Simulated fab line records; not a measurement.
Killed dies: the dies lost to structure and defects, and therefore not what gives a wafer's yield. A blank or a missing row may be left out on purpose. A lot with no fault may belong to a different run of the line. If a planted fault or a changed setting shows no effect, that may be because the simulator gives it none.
Split-lot trial | flow sky130 | on a route of 708 steps: 5 lots, 23 wafers read

## THE SPLIT ITSELF
At SKY_CAPM_SOFTBAKE_08 (time 60 s), the setting temp_c was moved away from the recipe's 90 C on 7 of the 23 wafers read, by -2.7% to +3.2%. For the rest of the wafers, this setting stayed at what the recipe calls for.

## FROM THE SPLIT TO THE READING: what the file shows between them, 2 steps
- SKY_CAPM_EXPOSE_09: exposes mask CAPM, target cd 1000 nm
- SKY_CAPM_PEB_10

## THE READING
NOVOLAK_of_CAPM_COAT_07.thk_nm (the simulator's own value, which no gauge read), in nm, at SKY_CAPM_DEVELOP_11 (develop time 60 s). There is no usual value for it anywhere in the file. The 16 wafers here that ran the recipe average 1138 nm, standard deviation 1.7 nm.

wafer  | tool, chamber at the split | temp_c as run, C | against the recipe | NOVOLAK_of_CAPM_COAT_07.thk_nm, nm | against lot-mates on the recipe
L076.1 | litho_track-02, 0          | 90               | recipe             | 1137                               | -
L076.2 | litho_track-02, 0          | 90               | recipe             | 1137                               | -
L076.3 | litho_track-02, 0          | 91.37            | +1.5%              | 1135                               | -2
L076.5 | litho_track-02, 0          | 91.37            | +1.5%              | 1131                               | -6
L076.6 | litho_track-02, 0          | 91.37            | +1.5%              | 1132                               | -5
L080.1 | litho_track-04, 0          | 92.91            | +3.2%              | 1131                               | -7
L080.3 | litho_track-04, 0          | 90               | recipe             | 1137                               | -
L080.4 | litho_track-04, 0          | 90               | recipe             | 1137                               | -
L080.5 | litho_track-04, 0          | 90               | recipe             | 1139                               | -
L080.6 | litho_track-04, 0          | 92.91            | +3.2%              | 1130                               | -8
L082.1 | litho_track-04, 0          | 90               | recipe             | 1139                               | -
L082.2 | litho_track-04, 0          | 90               | recipe             | 1138                               | -
L082.3 | litho_track-04, 0          | 90               | recipe             | 1135                               | -
L082.5 | litho_track-04, 0          | 90               | recipe             | 1140                               | -
L082.6 | litho_track-04, 0          | 90               | recipe             | 1137                               | -
L083.4 | litho_track-02, 0          | 90               | recipe             | 1142                               | -
L083.5 | litho_track-02, 0          | 90               | recipe             | 1140                               | -
L083.6 | litho_track-02, 0          | 90               | recipe             | 1140                               | -
L085.2 | litho_track-02, 0          | 87.6             | -2.7%              | 1145                               | +6
L085.3 | litho_track-02, 0          | 90               | recipe             | 1140                               | -
L085.4 | litho_track-02, 0          | 90               | recipe             | 1139                               | -
L085.5 | litho_track-02, 0          | 90               | recipe             | 1138                               | -
L085.6 | litho_track-02, 0          | 87.6             | -2.7%              | 1146                               | +7

FIT RESULTS
A straight line over all 23 wafers: NOVOLAK_of_CAPM_COAT_07.thk_nm changes by -2.72 nm for each +1% of temp_c; r = -0.91; the points scatter about the line by 1.8 nm.
The same after taking each lot's own level away (the mean of its wafers on the recipe; 23 wafers): -2.39 nm for each +1%; r = -0.93; scatter 1.3 nm.
Per that fit: largest temp_c move, reading shift of 7.7 nm.
Across the lots, their own levels run from 1137.0 to 1140.7 nm, a range of 2.2 times the standard deviation given above.
Thus the slope moves with the lot-to-lot level: the two fits are different.
Check: for one of the wafers moved furthest among these (+3.2%), held out of the fit, the line's prediction against its lot-mates is -8.15 nm. It came out at -6.67 nm against them.

## OTHER SPLITS ON THESE WAFERS
Before the reading, these wafers also passed through other splits. Each is held against what the fit with the lots' levels taken away leaves over:
other split on the same wafers | wafers away from the commonest value | r with NOVOLAK_of_CAPM_COAT_07.thk_nm (lot level and that fit taken away)
SKY_VIA2_HDPCVD_00 time_s      | 10                                   | -0.04
SKY_VIA2_CVD_21 temp_c         | 6                                    | -0.35

## FILE'S OWN FIT
NOVOLAK_of_CAPM_COAT_07.thk_nm changes by -2.46 nm for each +1% of temp_c, r = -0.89.
